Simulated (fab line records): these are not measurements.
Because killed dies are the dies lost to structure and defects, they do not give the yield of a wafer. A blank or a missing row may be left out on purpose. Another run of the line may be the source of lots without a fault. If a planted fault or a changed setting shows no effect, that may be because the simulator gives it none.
One fault seen from 2 desks ; flow gf180mcu ; every desk sees just its own numbers, and what lay behind them comes last

== AT THE TOOL OWNER'S DESK: rie metal-03 ==
The tool's own readings at GF_M2_METAL_ETCH_16 (etches the open film in Cl2/BCl3, stops on SiO2, target depth 627.5 nm, time 104.6 s): means of the sampled wafers that have a number, for each lot that ran on this tool. Any lot whose mean is over 4 standard deviations away from the usual mean is out of limits and marked OUT; that distance is given in the brackets.
Columns: A = bcl3 flow sccm at GF_M2_METAL_ETCH_16, usual 40.01 sccm; B = bias w at GF_M2_METAL_ETCH_16, usual 140.1 W; C = drypump motor current A at GF_M2_METAL_ETCH_16, usual 5.8 A; D = he backside leak sccm at GF_M2_METAL_ETCH_16, usual 3.3 sccm; E = oes product au at GF_M2_METAL_ETCH_16, usual 0.974 a.u.; F = rf fwd power W at GF_M2_METAL_ETCH_16, usual 794.9 W; G = throttle valve pct at GF_M2_METAL_ETCH_16, usual 27.701 %
lot;first seen here;A;B;C;D;E;F;G
L749;day 21 09:44;40.00;140.3;5.6;3.2;0.971;795.7;27.696
L756;day 24 04:39;40.06;147.7 (+19) OUT;5.7;3.4;0.971;794.6;27.709
L760;day 25 08:08;40.06;147.7 (+19) OUT;5.7;2.9;0.975;791.6;27.692
This desk finds L756, L760 out of limits, L756 being first, at day 24 04:39 (bias w at GF_M2_METAL_ETCH_16). In limits: L749.

== FROM THE METROLOGY DESK ==
Means of the sampled wafers that have a number, per lot and without regard to the tool the lot ran on: this is what the gauges read. Any lot whose mean is over 4 standard deviations away from the usual mean is out of limits and marked OUT; that distance is given in the brackets.
Columns: A = M2_ALCU_RS at GF_M2_RS_MEAS_05, usual 0.0693 ohm/sq; B = M2_ALCU_THK at GF_M2_THK_MEAS_06, usual 454 nm; C = cd nm at GF_M2_CD_MEAS_14, usual 279.8 nm; D = M2_OVL at GF_M2_OVL_MEAS_15, usual 2 nm
lot;first seen here;A;B;C;D
L749;day 20 09:26;0.0692;454;279.6;-3
L756;day 23 05:44;0.0699;451;279.1;-3
L760;day 24 09:59;0.0693;456;279.9;0
L764;day 25 10:07;0.0686;453;278.7;-4
L766;day 26 01:25;0.0686;459;280.3;5
L767;day 26 11:28;0.0691;453;279.6;-2
Result from this desk: across the 6 lots, nothing is out of limits.

== TAKEN TOGETHER ==
At day 24 04:39, on L756, L760, the tool owner's desk was in a position to raise an alarm.
Metrology desk: nothing out of limits seen.
The metrology desk has L756, L760 on record, within its limits.
Of the lots named, all ran GF_M2_METAL_ETCH_16 on rie metal-03.

== WHAT HAD BEEN PUT IN BY THE SIMULATOR ==
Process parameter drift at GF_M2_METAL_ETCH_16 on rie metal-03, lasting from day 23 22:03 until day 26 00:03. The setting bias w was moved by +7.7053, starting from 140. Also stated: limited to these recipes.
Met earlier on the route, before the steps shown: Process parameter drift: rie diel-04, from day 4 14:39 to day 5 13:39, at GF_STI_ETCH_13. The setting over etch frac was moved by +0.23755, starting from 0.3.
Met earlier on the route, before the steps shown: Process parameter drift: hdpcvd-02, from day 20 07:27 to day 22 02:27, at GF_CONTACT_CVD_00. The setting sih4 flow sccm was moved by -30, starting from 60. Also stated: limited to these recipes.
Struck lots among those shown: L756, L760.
Hours from the fault's start to each desk's first reading out of limits: the tool owner's desk, 7.
